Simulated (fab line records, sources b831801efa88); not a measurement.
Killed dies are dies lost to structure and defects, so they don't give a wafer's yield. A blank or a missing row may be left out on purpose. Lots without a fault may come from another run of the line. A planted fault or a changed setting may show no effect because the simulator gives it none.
A struck lot beside a sound one | flow sky130 | 15 steps out of a route of 708
Sound: wafers L793.1, L793.2, L793.3. Struck: wafers L797.4, L797.5, L797.6. The cause comes at the end.
At each step with rows: each side's tool, then ch and its chambers, then its first start. Under that, the readings that differ: sound wafers | struck wafers | difference of the means | sigmas: that difference in standard deviations of wafers without a fault.
alike: readings whose means differ by less than 2 such deviations, and words and numbers that are the same on both sides. not compared: withheld readings, readings that some wafer has no value for, bounds like >300 that may hide the same value, and numbers for which the record gives no deviation and whose values overlap.
The two part at a step that has a row with sigmas, a row that says differs or no value, or rows on one side only. Numbers that don't overlap but have no deviation are shown without sigmas and don't part them. A reading that every wafer of one side lacks parts them only if that side has two wafers or more.

SKY_VIA3_CMP_02: polishes SiO2.
  sound on cmp-01 ch 0,1,3, day 43 11:45; struck on cmp-01 ch 0,1,2, day 44 09:46
  alike: head_pressure_psi, motor_current_A
SKY_VIA3_BOW_MEAS_03:
  sound on film_metro-01, day 43 12:03; struck on film_metro-01, day 44 09:59
  alike: VIA3_BOW
then, 8 steps without rows for these wafers: SKY_VIA3_DEHYDRATE_04 (time 60 s); SKY_VIA3_HMDS_05 (prime time 60 s); SKY_VIA3_COAT_06 (resist thk 60 nm); SKY_VIA3_COAT_07 (resist thk 450 nm); SKY_VIA3_SOFTBAKE_08 (time 90 s); SKY_VIA3_EXPOSE_09 (exposes mask VIM3, target cd 200 nm); SKY_VIA3_PEB_10; SKY_VIA3_DEVELOP_11 (develop time 60 s).
SKY_VIA3_CD_MEAS_12: target cd 200 nm.
  sound on cd_sem-01, day 44 10:11; struck on cd_sem-01, day 45 06:06
  alike: cd_nm
SKY_VIA3_OVL_MEAS_13:
  sound on overlay-02, day 44 10:19; struck on overlay-02, day 45 06:11
  alike: VIA3_OVL
SKY_VIA3_ETCH_14: etches BARC in N2/H2, stops on SiO2, time 45.9 s, target depth 60 nm.
  sound on rie_diel-03 ch 0,1,2, day 44 10:21; struck on rie_diel-03 ch 0,2,3, day 45 06:12
  reading                                     | sound             | struck            | difference | sigmas
  model.KrF-thick_of_VIA3_COAT_07.thk_nm (nm) | 392.7 392.8 395.1 | 389.5 389.7 389.3 | -4.0       |
  alike: drypump_motor_current_A, oes_product_au, throttle_valve_pct
  not compared: rf_hours_counter_h
SKY_VIA3_ETCH_15: etches SiO2 in C4F8/O2/Ar, stops on TiN, target depth 507 nm, time 78 s.
  sound on rie_diel-03 ch 0,1,2, day 44 10:23; struck on rie_diel-03 ch 0,2,3, day 45 06:14
  alike: oes_product_au
  not compared: rf_hours_counter_h
-- the record jumps here: 5 days lie between the struck wafers' starts before and after (it left off in module VIA3 and takes up again in module PAD_OPEN, whose first step shown is number 708 of the route) --
SKY_PAD_OPEN_PROBE_99:
  sound on prober-01, day 49 17:11; struck on prober-02, day 50 06:55
  alike: defect_limited_yield, killed_at_M0_to_M3, killed_at_M4_up, killed_at_contacts, killed_at_front_end, killed_at_other, killed_dies, killed_open, killed_short, sort_bin_3_pad_short, sort_bin_5_function, sort_bin_6_memory, sort_n_pass, sort_yield_pct

WHERE THEY PART
Nowhere in this record.

WHY: what the simulator had put in
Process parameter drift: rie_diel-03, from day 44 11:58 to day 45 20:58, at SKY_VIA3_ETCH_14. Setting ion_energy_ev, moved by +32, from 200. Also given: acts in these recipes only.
